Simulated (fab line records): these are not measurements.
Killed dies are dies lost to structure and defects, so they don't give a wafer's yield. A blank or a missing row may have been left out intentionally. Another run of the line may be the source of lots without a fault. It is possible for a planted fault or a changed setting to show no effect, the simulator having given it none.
A struck lot beside a sound one ; flow sky130 ; 14 out of 708 route steps
Sound: wafers L690.4, L690.5, L690.6. Wafers L685.1, L685.4, L685.5 were the ones struck. Last of all comes the cause.
For every step that has rows: the tool of each side, followed by ch and its chambers, followed by its first start. Under that, the readings that differ: sound wafers ; struck wafers ; difference of the means ; sigmas: that difference in standard deviations of wafers without a fault.
alike: words and numbers the same on both sides, and readings whose means are apart by under 2 such deviations; not compared: readings that were withheld, readings missing a value for some wafer, numbers with overlapping values and no deviation given by the record, and bounds like >300 which may hide the same value.
Wherever a step has rows on one side only, a row that says differs or no value, or a row with sigmas, the two part there. Numbers that have no deviation but don't overlap get no sigmas and don't part them. Lack of a reading on every wafer of one side parts them only where that side has two or more wafers.

first, 2 steps without rows for these wafers: SKY_LDD_LDN_PEB_05; SKY_LDD_LDN_DEVELOP_06 (develop time 60 s).
SKY_LDD_LDN_OVL_MEAS_07:
  sound on overlay-01, day 30 19:35; struck on overlay-02, day 29 05:49
  alike: LDD_LDN_OVL
then, 4 steps without rows for these wafers: SKY_LDD_LDN_IMPLANT_08; SKY_LDD_LDN_IMPLANT_09; SKY_LDD_LDN_IMPLANT_10; SKY_LDD_LDN_IMPLANT_11.
SKY_LDD_LDN_STRIP_12: strips in O2/N2.
  sound on plasma-asher-01 ch 0,1, day 30 20:14; struck on plasma-asher-01 ch 1, day 29 06:28
  alike: drypump-motor-current-A, oes-product-au, strip-time-to-endpoint-s
  not compared: rf-hours-counter-h
SKY_LDD_LDN_TW_MEAS_13:
  sound on film-metro-02, day 30 20:20; struck on film-metro-04, day 29 06:34
  alike: LDD_LDN_TW
then, 2 steps without rows for these wafers: SKY_LDD_LDN_CLEAN_14 (cleans in SC1/SC2, time 150 s); SKY_SPACER_CVD_00 (deposits Si3N4 from DCS/NH3, target thk 43.1 nm, time 740 s).
SKY_SPACER_THK_MEAS_01:
  sound on film-metro-02, day 30 22:46; struck on film-metro-04, day 29 08:18
  alike: SPACER_CVD_00_THK
SKY_SPACER_ETCHBACK_02: etches Si3N4 in CH3F/O2, stops on SiO2, time 46.7 s, target depth 45 nm.
  sound on rie-diel-01 ch 2,3, day 30 22:48; struck on rie-diel-03 ch 0,2,3, day 29 08:22
  no value came back on the struck wafers for any of 5 readings (O2_flow_sccm (sccm), bias-w (W) and others); on the sound wafers O2_flow_sccm (sccm) reads 29.85 30.12 29.92
  not compared: rf-hours-counter-h
-- the record jumps here: 21 days lie between the struck wafers' starts before and after (it left off in module SPACER and takes up again in module PAD_OPEN, whose first step shown is number 708 of the route) --
SKY_PAD_OPEN_PROBE_99:
  sound on prober-02, day 51 00:34; struck on prober-01, day 50 02:00
reading;sound;struck;difference;sigmas
killed-at-front-end;12 19 11;414 431 412;+405;+94
killed-dies;88 89 75;492 492 492;+408;+41
killed-on-rim;12 17 11;96 96 96;+83;+20
  alike: killed_at_M0_to_M3, killed_at_M4_up, killed-at-contacts, killed-at-other, killed-open, killed-short

## WHERE THEY PART
Earliest at SKY_SPACER_ETCHBACK_02; latest, in this record, at SKY_PAD_OPEN_PROBE_99.

WHY: what had been put in by the simulator
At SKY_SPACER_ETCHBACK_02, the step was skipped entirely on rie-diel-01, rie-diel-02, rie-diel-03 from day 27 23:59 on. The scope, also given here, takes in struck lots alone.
